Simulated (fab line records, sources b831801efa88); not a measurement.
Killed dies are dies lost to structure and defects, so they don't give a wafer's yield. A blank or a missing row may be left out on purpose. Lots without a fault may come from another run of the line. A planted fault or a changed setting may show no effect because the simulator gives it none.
Which tool did it? | flow gf180mcu | 12 lots, 36 wafers sampled, at 2 steps of a route of 602

WHAT THE GAUGES READ, wafer by wafer
GF_SALICIDE_THK_MEAS_05: measures by xrf.
lot  | measured     | on            | SALICIDE_TIN_THK (nm)
L135 | day 15 03:12 | film_metro-02 | 20.1 20.3 20.4
L136 | day 16 03:17 | film_metro-01 | 19.9 20.0 19.5
L137 | day 16 06:53 | film_metro-02 | 19.4 19.6 19.5
L138 | day 16 12:32 | film_metro-03 | 19.3 19.5 19.4
L148 | day 19 15:25 | film_metro-03 | 20.0 20.0 19.7
L153 | day 21 15:55 | film_metro-03 | 19.1 19.0 19.0
L154 | day 22 00:02 | film_metro-02 | 20.0 19.7 19.9
L155 | day 22 07:43 | film_metro-03 | 19.6 19.5 19.6
L157 | day 22 19:08 | film_metro-01 | 19.1 19.3 19.2
L158 | day 23 02:19 | film_metro-03 | 19.9 19.9 20.3

WHICH TOOL RAN EACH LOT (tool, then ch and the chambers of the sampled wafers, then the start)
lot  | GF_POLY_GATE_ETCH_13
L135 | rie_si-01 ch 1,2,3, day 9 06:25
L136 | rie_si-01 ch 1,2,3, day 10 02:59
L137 | rie_si-02 ch 0,1,2, day 10 03:20
L138 | rie_si-02 ch 2,3, day 10 08:22
L143 | rie_si-01 ch 0,2,3, day 11 09:46
L144 | rie_si-01 ch 1,2, day 11 18:26
L148 | rie_si-02 ch 2,3, day 12 20:35
L153 | rie_si-02 ch 1,3, day 14 08:56
L154 | rie_si-01 ch 0,1, day 14 18:58
L155 | rie_si-01 ch 0,2, day 15 02:13
L157 | rie_si-01 ch 1,2, day 15 15:34
L158 | rie_si-02 ch 0,3, day 15 23:56
- GF_POLY_GATE_ETCH_13: etches poly-Si in HBr/Cl2, stops on SiO2, target depth 198.5 nm, time 69.6 s.

WHAT THE TOOLS THEMSELVES READ (means of the sampled wafers that have a number; where no wafer has one, the mark that the record gives instead)
GF_POLY_GATE_ETCH_13.
lot  | tool      | chamber_pressure_mTorr (mTorr) | drypump_motor_current_A (A) | oes_product_au (a.u.) | run_length_s (s) | throttle_valve_pct (%)
L135 | rie_si-01 | 9.992                          | 5.7                         | 0.991                 | 98.2             | 33.684
L136 | rie_si-01 | 10.003                         | 5.7                         | 0.985                 | 98.0             | 33.678
L137 | rie_si-02 | 10.004                         | 5.6                         | 0.990                 | 97.9             | 33.687
L138 | rie_si-02 | 9.992                          | 5.4                         | 0.991                 | 98.0             | 33.694
L143 | rie_si-01 | 10.001                         | 5.5                         | 1.003                 | 72.4             | 33.693
L144 | rie_si-01 | 9.995                          | 5.6                         | 0.978                 | 71.9             | 33.693
L148 | rie_si-02 | 9.998                          | 5.6                         | 0.988                 | 98.0             | 33.672
L153 | rie_si-02 | 9.993                          | 5.9                         | 0.982                 | 97.8             | 33.684
L154 | rie_si-01 | 10.000                         | 5.3                         | 0.983                 | 97.8             | 33.681
L155 | rie_si-01 | 9.991                          | 5.5                         | 0.976                 | 98.2             | 33.688
L157 | rie_si-01 | 9.995                          | 5.6                         | 0.974                 | 97.8             | 33.679
L158 | rie_si-02 | 10.000                         | 5.7                         | 0.997                 | 97.8             | 33.685

THE ANSWER, worked out from the rows above alone
Rule: what is usual is taken from the lots themselves. Put in order of their means at a reading, lots are off if they are a third of the lots or fewer, leave a main group of 4 or more, and stand apart from it by a gap of 3 or more times the standard deviation of the main group's means; of several such gaps the widest counts. A main group whose means are all the same, to the digits that the tables above print for the reading, isn't used. A lot without any number at a reading at which 4 lots or more have one is off too. The other lots that the step has rows for count as sound. The gauges are gone through in route order, then the tools' own readings, and for those a lot's mean is taken as printed above. The first step at which some lot is off is used, and at that step the reading that is off furthest; a lot without a number counts as furthest.
Off: L143, L144, at GF_POLY_GATE_ETCH_13 (run_length_s). The main group: mean 98.0 s, standard deviation 0.15.
A tool fits if, at that step or a process step before it, it ran every lot that is off, and no sound lot after the first of them. None of those tried fits.

WHAT THE SIMULATOR HAD PUT IN
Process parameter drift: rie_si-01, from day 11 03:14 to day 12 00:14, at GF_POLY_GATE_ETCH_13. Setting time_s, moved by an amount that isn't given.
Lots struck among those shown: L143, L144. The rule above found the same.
